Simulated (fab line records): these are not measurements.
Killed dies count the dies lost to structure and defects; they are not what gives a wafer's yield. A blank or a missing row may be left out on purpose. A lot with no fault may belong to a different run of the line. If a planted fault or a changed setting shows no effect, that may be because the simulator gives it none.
Which tool did it? | flow sky130 | 13 lots, 39 wafers sampled, at 4 steps of a route of 708

== WHAT THE GAUGES READ, wafer by wafer ==
SKY_VT_ADJUST_HVTP_TW_MEAS_11.
lot  | measured     | on            | VT_ADJUST_HVTP_TW
L693 | day 6 08:25  | film-metro-04 | 1352 1359 1358
L694 | day 6 11:13  | film-metro-04 | 1363 1349 1353
L695 | day 6 14:50  | film-metro-03 | 1366 1364 1363
L696 | day 6 23:50  | film-metro-01 | 1354 1356 1364
L703 | day 8 19:53  | film-metro-04 | 1355 1362 1362
L706 | day 9 14:07  | film-metro-04 | 1363 1362 1361
L707 | day 9 20:13  | film-metro-01 | 1357 1357 1360
L708 | day 10 00:17 | film-metro-03 | 1358 1355 1363
L709 | day 10 08:13 | film-metro-01 | 1350 1350 1344
L711 | day 10 21:40 | film-metro-03 | 1357 1363 1365
L713 | day 11 08:20 | film-metro-03 | 1360 1367 1356
L714 | day 11 14:41 | film-metro-03 | 1363 1359 1357
L716 | day 12 04:28 | film-metro-01 | 1352 1353 1357

SKY_VT_ADJUST_PCH_OVL_MEAS_07.
lot  | measured     | on         | VT_ADJUST_PCH_OVL (nm)
L693 | day 10 17:22 | overlay-02 | -1.6 1.8 -0.9
L694 | day 10 20:58 | overlay-01 | 0.2 3.3 0.6
L695 | day 11 01:47 | overlay-02 | -0.2 -0.6 -1.0
L696 | day 11 13:04 | overlay-01 | 2.0 1.5 1.2
L703 | day 13 18:37 | overlay-01 | 1.1 3.1 1.8
L706 | day 14 16:13 | overlay-02 | -0.5 -1.5 0.7
L707 | day 14 23:58 | overlay-01 | 4.6 2.5 2.9
L708 | day 15 03:37 | overlay-01 | 3.7 1.1 1.8
L709 | day 15 14:01 | overlay-02 | 2.0 1.6 0.7
L711 | day 16 04:58 | overlay-02 | 0.0 -1.2 -0.6
L713 | day 16 20:01 | overlay-02 | 1.9 0.8 1.0
L714 | day 17 02:49 | overlay-01 | -0.1 0.3 1.1
L716 | day 17 20:35 | overlay-01 | 1.8 2.7 1.7

== WHICH TOOL RAN EACH LOT (tool, then ch and the chambers of the sampled wafers, then the start) ==
lot  | SKY_VT_ADJUST_HVTP_STRIP_10          | SKY_VT_ADJUST_NCORE_IMPLANT_09
L693 | plasma-asher-03 ch 0,1, day 6 08:19  | implanter-02 ch 0, day 8 20:50
L694 | plasma-asher-02 ch 0,1, day 6 11:07  | implanter-01 ch 0, day 9 00:17
L695 | plasma-asher-03 ch 0,1, day 6 14:45  | implanter-01 ch 0, day 9 05:35
L696 | plasma-asher-01 ch 1, day 6 23:44    | implanter-01 ch 0, day 9 14:44
L703 | plasma-asher-01 ch 0,1, day 8 19:47  | implanter-01 ch 0, day 11 16:05
L706 | plasma-asher-02 ch 0,1, day 9 14:01  | implanter-01 ch 0, day 12 12:52
L707 | plasma-asher-02 ch 1, day 9 20:07    | implanter-03 ch 0, day 12 20:05
L708 | plasma-asher-02 ch 0,1, day 10 00:09 | implanter-02 ch 0, day 13 00:02
L709 | plasma-asher-02 ch 0,1, day 10 08:07 | implanter-02 ch 0, day 13 09:15
L711 | plasma-asher-01 ch 0,1, day 10 21:34 | implanter-02 ch 0, day 14 00:28
L713 | plasma-asher-03 ch 0,1, day 11 08:14 | implanter-02 ch 0, day 14 12:08
L714 | plasma-asher-03 ch 0,1, day 11 14:35 | implanter-03 ch 0, day 14 18:35
L716 | plasma-asher-03 ch 0,1, day 12 04:22 | implanter-03 ch 0, day 15 10:51
- SKY_VT_ADJUST_HVTP_STRIP_10: strips in O2/N2.
- SKY_VT_ADJUST_NCORE_IMPLANT_09

== WHAT THE TOOLS THEMSELVES READ (means of the sampled wafers that have a number; where no wafer has one, the mark that the record gives instead) ==
SKY_VT_ADJUST_HVTP_STRIP_10.
lot  | tool            | drypump-motor-current-A (A) | oes-product-au (a.u.) | strip-time-to-endpoint-s (s)
L693 | plasma-asher-03 | 5.90                        | 0.712                 | 14.19
L694 | plasma-asher-02 | 5.93                        | 0.712                 | 14.16
L695 | plasma-asher-03 | 5.89                        | 0.713                 | 14.21
L696 | plasma-asher-01 | 5.79                        | 0.713                 | 14.24
L703 | plasma-asher-01 | 5.85                        | 0.714                 | 14.18
L706 | plasma-asher-02 | 5.95                        | 0.716                 | 14.26
L707 | plasma-asher-02 | 5.70                        | 0.713                 | 14.12
L708 | plasma-asher-02 | 5.95                        | 0.716                 | 14.16
L709 | plasma-asher-02 | 5.97                        | 0.709                 | 14.20
L711 | plasma-asher-01 | 5.83                        | 0.718                 | 14.23
L713 | plasma-asher-03 | 5.91                        | 0.717                 | 14.23
L714 | plasma-asher-03 | 5.89                        | 0.715                 | 14.21
L716 | plasma-asher-03 | 5.93                        | 0.712                 | 14.21

SKY_VT_ADJUST_NCORE_IMPLANT_09.
lot  | tool         | dose-ions-cm2
L693 | implanter-02 | 2.3950e+12
L694 | implanter-01 | 2.4028e+12
L695 | implanter-01 | 2.3988e+12
L696 | implanter-01 | 2.3996e+12
L703 | implanter-01 | 2.3135e+12
L706 | implanter-01 | 2.3112e+12
L707 | implanter-03 | 2.3986e+12
L708 | implanter-02 | 2.3978e+12
L709 | implanter-02 | 2.4005e+12
L711 | implanter-02 | 2.3964e+12
L713 | implanter-02 | 2.3987e+12
L714 | implanter-03 | 2.3991e+12
L716 | implanter-03 | 2.3982e+12

== THE ANSWER, worked out from the rows above alone ==
Rule: the lots themselves supply what counts as usual. Put in order of their means at a reading, lots are off if they are a third of the lots or fewer, leave a main group of 4 or more, and stand apart from it by a gap of 3 or more times the standard deviation of the main group's means; of several such gaps the widest counts. Not used: any main group whose means are identical at the precision the tables above print for the reading. A lot without any number at a reading at which 4 lots or more have one is off too. All remaining lots with rows at the step are treated as sound. After the gauges, taken in route order, come the tools' own readings; for these a lot's mean is taken, as printed above. The first step at which some lot is off is used, and at that step the reading that is off furthest; a lot without a number counts as furthest.
Off: L703, L706, at SKY_VT_ADJUST_NCORE_IMPLANT_09 (dose-ions-cm2). For the main group the mean is 2.3987e+12 and the standard deviation 1.9e+09.
If a tool, at that step or one of the process steps before it, ran each lot that is off and ran no sound lot following the first of them, it fits. One fits: implanter-01 at SKY_VT_ADJUST_NCORE_IMPLANT_09. Its last sound lot is L696 (day 9 14:44), its first lot that is off L703 (day 11 16:05): a fault that began between those two fits.
On the lots that are off, the tool's own readings at SKY_VT_ADJUST_NCORE_IMPLANT_09 differ by more than 5 times the standard deviation of the sound lots' means, which bears it out; dose-ions-cm2 reads 2.3124e+12 there versus 2.3987e+12 on the sound lots.

== WHAT THE SIMULATOR PUT IN ==
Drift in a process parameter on implanter-01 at SKY_VT_ADJUST_NCORE_IMPLANT_09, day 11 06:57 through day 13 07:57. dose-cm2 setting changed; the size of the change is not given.
Struck lots among those shown: L703, L706. The rule given above showed the same thing.
